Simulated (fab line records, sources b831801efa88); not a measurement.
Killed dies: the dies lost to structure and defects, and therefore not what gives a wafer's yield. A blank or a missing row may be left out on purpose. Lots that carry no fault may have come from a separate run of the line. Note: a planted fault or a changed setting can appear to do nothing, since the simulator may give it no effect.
Which of the tools did it? ; flow sky130 ; Sampling: 13 lots, 39 wafers, 5 of 708 route steps

WHAT EACH GAUGE READ, for each wafer
SKY_CAPM_THK_MEAS_04: measures by xrf.
lot;measured;on;CAPM_TIN_THK (nm)
L559;day 36 12:19;filmMetro-03;202.0 202.9 202.8
L560;day 36 13:52;filmMetro-04;204.0 201.9 203.0
L561;day 37 08:11;filmMetro-02;198.7 199.5 200.0
L562;day 37 10:28;filmMetro-03;205.3 204.1 205.9
L568;day 39 01:03;filmMetro-02;202.1 203.7 203.8
L570;day 39 01:22;filmMetro-02;204.1 205.7 205.5
L569;day 39 14:49;filmMetro-03;206.0 204.6 203.6
L572;day 40 14:16;filmMetro-04;204.0 203.6 205.0
L575;day 41 07:16;filmMetro-03;203.7 205.4 201.1
L577;day 41 14:33;filmMetro-03;202.8 202.1 201.6
L578;day 42 15:30;filmMetro-04;204.2 203.2 202.8
L579;day 42 19:34;filmMetro-03;198.9 200.1 202.5
L582;day 43 01:38;filmMetro-03;203.4 200.7 201.3

SKY_VIA3_BOW_MEAS_03.
lot;measured;on;VIA3_BOW (um)
L559;day 38 18:55;filmMetro-03;77 79 73
L560;day 38 19:16;filmMetro-04;74 73 93
L561;day 39 15:38;filmMetro-04;72 70 88
L562;day 39 17:52;filmMetro-04;82 91 93
L568;day 41 04:25;filmMetro-04;74 74 74
L570;day 41 05:11;filmMetro-04;72 67 62
L569;day 41 16:55;filmMetro-03;86 89 90
L572;day 42 15:32;filmMetro-03;67 73 81
L575;day 43 07:14;filmMetro-01;65 78 65
L577;day 43 15:42;filmMetro-01;58 68 62
L578;day 44 16:07;filmMetro-04;79 82 71
L579;day 44 19:19;filmMetro-01;61 77 71
L582;day 45 01:53;filmMetro-03;66 76 72

SKY_METAL4_CD_MEAS_13 targets a cd of 300 nm.
lot;measured;on;cdNm (nm)
L559;day 41 23:40;cdSem-01;300.7 300.9 300.6
L560;day 41 23:52;cdSem-02;301.5 302.2 302.6
L561;day 42 17:44;cdSem-02;299.9 301.3 300.2
L562;day 42 20:31;cdSem-02;299.3 298.9 298.2
L568;day 44 03:35;cdSem-02;318.0 317.0 317.8
L570;day 44 03:43;cdSem-02;301.6 301.5 301.1
L569;day 44 17:05;cdSem-01;314.1 313.0 312.4
L572;day 45 14:16;cdSem-02;311.7 310.8 310.9
L575;day 46 03:40;cdSem-02;298.6 299.7 298.2
L577;day 46 11:35;cdSem-01;295.6 296.6 296.8
L578;day 47 07:58;cdSem-01;301.7 301.9 301.1
L579;day 47 12:37;cdSem-02;298.2 298.5 297.2
L582;day 47 18:24;cdSem-01;298.2 298.9 297.1

WHAT TOOL EACH LOT RAN ON (gives the tool, then ch and the chambers of the sampled wafers, and finally the start)
lot;SKY_METAL4_SPUTTER_01;SKY_METAL4_EXPOSE_10
L559;pvdSputter-01, day 39 21:31;krfScanner-01 ch 0, day 41 11:37
L560;pvdSputter-03, day 39 21:52;krfScanner-02 ch 0, day 41 12:27
L561;pvdSputter-01, day 40 17:49;krfScanner-02 ch 0, day 42 05:59
L562;pvdSputter-03, day 40 19:58;krfScanner-02 ch 0, day 42 08:53
L568;pvdSputter-03, day 42 06:13;krfScanner-01 ch 0, day 43 17:20
L570;pvdSputter-03, day 42 06:35;krfScanner-02 ch 0, day 43 17:34
L569;pvdSputter-03, day 42 18:31;krfScanner-01 ch 0, day 44 05:17
L572;pvdSputter-01, day 43 16:31;krfScanner-01 ch 0, day 45 02:25
L575;pvdSputter-01, day 44 07:22;krfScanner-02 ch 0, day 45 17:59
L577;pvdSputter-02, day 44 16:22;krfScanner-02 ch 0, day 46 00:38
L578;pvdSputter-01, day 45 14:37;krfScanner-02 ch 0, day 46 21:16
L579;pvdSputter-02, day 45 18:50;krfScanner-02 ch 0, day 47 01:44
L582;pvdSputter-01, day 46 01:12;krfScanner-02 ch 0, day 47 09:23
- SKY_METAL4_SPUTTER_01: material TiN, target thk 20 nm, time 16.7 s.
- SKY_METAL4_EXPOSE_10: exposes mask MM4, target cd 300 nm.

WHAT THE TOOLS THEMSELVES READ (means of the sampled wafers that have a number; where no wafer has one, the mark that the record gives instead)
SKY_METAL4_SPUTTER_01.
lot;tool;throttleValvePct (%)
L559;pvdSputter-01;30.0
L560;pvdSputter-03;30.6
L561;pvdSputter-01;31.0
L562;pvdSputter-03;30.4
L568;pvdSputter-03;30.7
L570;pvdSputter-03;30.7
L569;pvdSputter-03;30.3
L572;pvdSputter-01;31.0
L575;pvdSputter-01;29.2
L577;pvdSputter-02;30.5
L578;pvdSputter-01;29.8
L579;pvdSputter-02;30.7
L582;pvdSputter-01;31.0

SKY_METAL4_EXPOSE_10.
lot;tool;exposureDoseMJCm2
L559;krfScanner-01;27.97
L560;krfScanner-02;27.97
L561;krfScanner-02;27.93
L562;krfScanner-02;27.96
L568;krfScanner-01;25.52
L570;krfScanner-02;27.94
L569;krfScanner-01;25.99
L572;krfScanner-01;26.43
L575;krfScanner-02;27.91
L577;krfScanner-02;27.92
L578;krfScanner-02;27.93
L579;krfScanner-02;27.91
L582;krfScanner-02;27.94

THE ANSWER, worked out from the rows above alone
Rule: what is usual is taken from the lots themselves. The widest of any qualifying gaps counts: lots, ordered by their means at a reading, are off when they make up no more than a third of the lots, leave a main group of 4 or more, and stand apart from it by 3 or more times the standard deviation of that group's means. A main group is skipped when, at the precision printed for the reading in the tables above, its means are all equal. Also off: a lot with no number at a reading for which 4 or more lots have one. Any other lot the step has rows for is counted as sound. After the gauges, taken in route order, come the tools' own readings; for these a lot's mean is taken, as printed above. The first step at which some lot is off is used, and at that step the reading that is off furthest; a lot without a number counts as furthest.
Off: L568, L569, L572 (SKY_METAL4_CD_MEAS_13, cdNm). Mean 299.6 nm and standard deviation 1.8 in the main group.
A tool fits if, at a process step before that reading, it ran every lot that is off, and no sound lot after the first of them. Not tried: the gauges at SKY_METAL4_CD_MEAS_13; whatever is off there is also off at SKY_METAL4_EXPOSE_10, on other tools, and gauge error can't account for it. One candidate fits, namely krfScanner-01 at SKY_METAL4_EXPOSE_10. A fault onset in the window from L559 (day 41 11:37, its last sound lot) to L568 (day 43 17:20, its first lot off) fits.
On the lots that are off, the tool's own readings at SKY_METAL4_EXPOSE_10 differ by more than 5 times the standard deviation of the sound lots' means, which bears it out; exposureDoseMJCm2 reads 25.98 there versus 27.94 on the sound lots.

WHAT THE SIMULATOR PUT IN
Process parameters drifting: krfScanner-01 at SKY_METAL4_EXPOSE_10, beginning at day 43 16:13. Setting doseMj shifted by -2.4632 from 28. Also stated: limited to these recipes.
Struck lots among those shown: L568, L569, L572. The rule above found the same.
